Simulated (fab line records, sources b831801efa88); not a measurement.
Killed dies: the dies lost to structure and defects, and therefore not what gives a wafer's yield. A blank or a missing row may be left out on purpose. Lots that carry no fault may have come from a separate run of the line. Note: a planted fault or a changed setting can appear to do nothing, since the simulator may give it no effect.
Problem report in the 8D (eight disciplines) form, filled by code | flow gf180mcu | the parts of the form that need people (team, actions taken, sign-off) are left out

## 1. PROBLEM STATEMENT
Across 6 wafers from 2 lots, POLY_GATE_CVD_00_THK at GF_POLY_GATE_THK_MEAS_01 averages 115.2 nm, while fault-free wafers read 200.1 nm with a standard deviation of 2. That is -42 standard deviations from the usual mean.
Earliest sighting: wafer L678.1 on film metro-02 at day 12 12:59. Wafers with a number at this step in the record: 33, from 11 lots. The rule behind "out" and "out of limits": a value lying over 4 standard deviations away from the usual mean. The rest of the wafers with a number are treated as sound.

## 2. WHAT IT IS, WHAT IT ISN'T
question                    | is                           | is not
which readings at this step | POLY_GATE_CVD_00_THK         | -
which lots                  | L678, L679                   | L664, L665, L666, L667, L668, L681, L685, L686, L687
which wafers of those lots  | all that have a number       | -
read on which gauges        | film metro-01, film metro-02 | film metro-04
when                        | from day 12 12:59            | up to then (15 sound wafers); but 12 sound wafers of L681, L685, L686, L687 came after

## 3. SUSPECTS, AND WHAT RULES EACH OUT
Counting: a tool at any process step up to the reading remains a suspect when it ran all the lots that are out and ran no sound lot after the first of those.
- the gauge at GF_POLY_GATE_THK_MEAS_01 is ruled out. 2 gauges (film metro-01, film metro-02) read the wafers that are out.
- lpcvd-01 at GF_POLY_GATE_CVD_00 (deposits poly-Si, target thk 200 nm, time 1200 s): kept. Every lot that is out went through it, starting with L678 (day 12 11:39), and after that it ran no sound lot; the last sound lot it ran before then is L667 (day 9 04:54). Its own spike tc bottom C, spike tc centre C, spike tc lower C, spike tc top C, spike tc upper C, susceptor temp C readings are out on those wafers.
After counting, what remains is lpcvd-01 at GF_POLY_GATE_CVD_00.

## 4. THE CAUSE (what the simulator had put in)
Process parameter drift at GF_POLY_GATE_CVD_00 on lpcvd-01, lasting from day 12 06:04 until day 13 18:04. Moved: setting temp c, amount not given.
Only this tool survived the counting.

## 5. SEQUENCE OF EFFECTS, ordered by route
One row per reading whose mean, taken over the struck wafers that have a number, lies over 3 standard deviations from the usual. Scope: only readings with a usual standard deviation given in the record; hours: median across lots of the time from each lot's start at the first step in this table that gives one to its start at this step; sigmas: change in usual standard deviations.
hours | step                     | reading              | usual      | on struck wafers | change | sigmas
0     | GF_POLY_GATE_CVD_00      | spike tc bottom C    | 640.9 C    | 618.1            | -22.8  | -13
0     | GF_POLY_GATE_CVD_00      | spike tc centre C    | 621.3 C    | 598.3            | -23.0  | -23
0     | GF_POLY_GATE_CVD_00      | spike tc lower C     | 619.7 C    | 597.2            | -22.5  | -20
0     | GF_POLY_GATE_CVD_00      | spike tc top C       | 636.7 C    | 615.2            | -21.5  | -13
0     | GF_POLY_GATE_CVD_00      | spike tc upper C     | 619.9 C    | 597.5            | -22.4  | -19
0     | GF_POLY_GATE_CVD_00      | susceptor temp C     | 620.02 C   | 597.36           | -22.66 | -81
1     | GF_POLY_GATE_THK_MEAS_01 | POLY_GATE_CVD_00_THK | 200.1 nm   | 115.2            | -84.9  | -42
23    | GF_POLY_GATE_ETCH_13     | oes product au       | 0.992 a.u. | 0.693            | -0.299 | -33
Its process steps:
- GF_POLY_GATE_CVD_00: deposits poly-Si, target thk 200 nm, time 1200 s.
- GF_POLY_GATE_ETCH_13: etches poly-Si in HBr/Cl2, stops on SiO2, target depth 198.5 nm, time 69.6 s.
Later measuring or inspecting steps at which every struck wafer that the step has a row for has a number for every such reading, and none has moved that far: GF_POLY_GATE_CD_MEAS_10.

## 6. WHAT WOULD HAVE CAUGHT IT SOONER
In this record the first reading out of limits at a measuring or inspecting step was taken at day 12 12:59, 7 hours after the fault began at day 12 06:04.
The tool's own readings at GF_POLY_GATE_CVD_00 were out on every struck wafer that the step has a row for (spike tc bottom C, spike tc centre C, spike tc lower C, spike tc top C, spike tc upper C, susceptor temp C): an alarm limit on them would have fired on the first of those.
L679, from the lots that are out (2), started GF_POLY_GATE_CVD_00 on lpcvd-01 later than day 12 12:59. Putting the tool on hold at that point would have spared it.
